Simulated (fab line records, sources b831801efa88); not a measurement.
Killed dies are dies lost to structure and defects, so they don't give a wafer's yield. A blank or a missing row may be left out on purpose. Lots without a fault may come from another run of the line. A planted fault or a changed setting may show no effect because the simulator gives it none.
Chamber matching | flow gf180mcu | GF_V5_ETCH_16 on rie_diel-03: 4 sister chambers
The step etches BARC in N2/H2. 4 wafers are shown with their chamber, then 7 later ones without.

WAFERS WITH THEIR CHAMBER
wafer  | chamber | drypump_motor_current_A (A)
L078.2 | 1       | 6.1
L083.5 | 2       | 5.9
L083.6 | 3       | 6.2
L086.4 | 0       | 4.9

WAFERS WITHOUT THEIR CHAMBER
wafer  | drypump_motor_current_A (A)
L086.5 | 5.8
L094.1 | 6.1
L094.2 | 6.2
L094.6 | 6.2
L096.1 | 6.2
L096.3 | 6.1
L096.5 | 6.3

WHICH CHAMBER EACH WENT THROUGH
wafer  | from the rows above     | in truth
L086.5 | 2                       | 2
L094.1 | can't be placed: 1 or 3 | 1
L094.2 | can't be placed: 3 or 1 | 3
L094.6 | can't be placed: 3 or 1 | 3
L096.1 | can't be placed: 3 or 1 | 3
L096.3 | can't be placed: 1 or 3 | 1
L096.5 | can't be placed: 3 or 1 | 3
Placed correctly: 1 of 7. Can't be placed from these rows: 6 (the true chamber is among the candidates in 6). Placed wrongly: 0.
How it was worked out, from the rows above alone: a wafer's distance from a chamber is the root of the sum, over the readings, of the square of ((its reading less the chamber's mean) divided by the reading's scatter). The wafer belongs to the nearest chamber; if the next one is less than 2 further off, it can't be placed. A chamber's mean is the mean of its shown wafers. The scatter: with one shown wafer a chamber, the root of the mean of the squares of how far each hidden wafer lies from its nearest shown one.
